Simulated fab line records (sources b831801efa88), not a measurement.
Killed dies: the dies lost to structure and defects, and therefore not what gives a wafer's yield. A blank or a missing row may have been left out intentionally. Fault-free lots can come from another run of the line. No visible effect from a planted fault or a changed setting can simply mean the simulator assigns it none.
Problem report, 8D (eight disciplines) form, completed by code + flow gf180mcu + the parts of the form that need people (team, actions taken, sign-off) are left out

## 1. WHAT WENT WRONG
Mean of time-to-endpoint-s at GF_V4_CMP_04: 107 s over 2 wafers from 1 lot, against 80 s (standard deviation 6.1) on wafers with no fault. That puts it +4.4 standard deviations away from the usual mean.
The step: polishes SiO2.
First seen on wafer L940.2, day 29 03:16, on cmp-01. The record holds 33 wafers of 11 lots with a number at this step. Rule for "out" (also "out of limits"): further than 4 standard deviations from the usual mean. The other wafers with a number count as sound.

## 2. WHAT IT IS AND WHAT IT IS NOT
| question                    | is                 | is not                                                                    |
|-----------------------------|--------------------|---------------------------------------------------------------------------|
| which readings at this step | time-to-endpoint-s | -                                                                         |
| which lots                  | L940               | L924, L925, L926, L927, L928, L929, L930, L931, L941, L946                |
| which wafers of those lots  | L940.2, L940.5     | L940.6                                                                    |
| read on which tools         | cmp-01             | cmp-02                                                                    |
| when                        | from day 29 03:16  | up to then (25 sound wafers); but 6 sound wafers of L941, L946 came after |

## 3. THE SUSPECTS, EACH WITH WHAT RULES IT OUT
Counting: a tool at a process step up to the reading stays a suspect if it ran every lot that is out. Sound lots after the first of them don't rule it out here, since some wafers of a struck lot are sound.
- rie-diel-01 at GF_V3_ETCH_16 (etches BARC in N2/H2): kept. The lot that is out, L940, ran on it at day 28 05:26; the last sound lot it ran before that was L931, at day 25 18:35.
- pvd-sputter-03 at GF_V3_SPUTTER_21 (material Ti, target thk 15 nm, time 80.02 s): kept. The lot that is out, L940, ran on it at day 28 06:08; the last sound lot it ran before that was L931, at day 25 19:16.
- rie-metal-03 at GF_M4_METAL_ETCH_16 (etches the open film in Cl2/BCl3, stops on SiO2, target depth 750.8 nm, time 125.1 s): kept. The lot that is out, L940, ran on it at day 29 02:11; the last sound lot it ran before that was L929, at day 25 06:58.
- cmp-01 at GF_V4_CMP_04 (polishes SiO2): kept. The lot that is out, L940, ran on it at day 29 03:16; the last sound lot it ran before that was L931, at day 26 18:01. Its own readings are out on those wafers: time-to-endpoint-s.
- Within rie-diel-01 at GF_V3_ETCH_16: the wafers that are out ran in chambers 0, 3; their sound lot-mates ran in chamber 2.
- At GF_M4_METAL_ETCH_16 on rie-metal-03, chamber 1 took the sound wafers of the same lots and chamber 0 took the wafers that are out.
- Within cmp-01 at GF_V4_CMP_04: the wafers that are out ran in chambers 1, 3; their sound lot-mates ran in chamber 2.
Left after counting: rie-diel-01 at GF_V3_ETCH_16, pvd-sputter-03 at GF_V3_SPUTTER_21, rie-metal-03 at GF_M4_METAL_ETCH_16, cmp-01 at GF_V4_CMP_04.

## 4. THE CAUSE (what the simulator had put in)
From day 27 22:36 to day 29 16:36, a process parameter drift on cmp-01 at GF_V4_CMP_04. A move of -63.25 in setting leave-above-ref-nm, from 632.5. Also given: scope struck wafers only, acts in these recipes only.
Counting leaves 4 suspects; this tool is one of them.

## 5. SEQUENCE OF EFFECTS, ordered by route
One row per reading whose mean, taken over the struck wafers that have a number, lies over 3 standard deviations from the usual. Scope: only readings with a usual standard deviation given in the record; hours: median across lots of the time from each lot's start at the first step in this table that gives one to its start at this step; sigmas: change in usual standard deviations.
| hours | step          | reading            | usual      | on struck wafers | change | sigmas |
|-------|---------------|--------------------|------------|------------------|--------|--------|
| 0     | GF_V4_CMP_04  | time-to-endpoint-s | 80 s       | 107              | +27    | +4.4   |
| -     | GF_V4_ETCH_17 | oes-product-au     | 0.856 a.u. | 0.806            | -0.050 | -10    |
It contains these process steps:
- GF_V4_CMP_04: polishes SiO2.
- GF_V4_ETCH_17: etches SiO2 in C4F8/O2/Ar, stops on TiN, target depth 630 nm.

## 6. HOW IT WOULD HAVE BEEN CAUGHT EARLIER
The fault began at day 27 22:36; the first out-of-limits reading in this record came at day 29 03:16, 29 hours later.
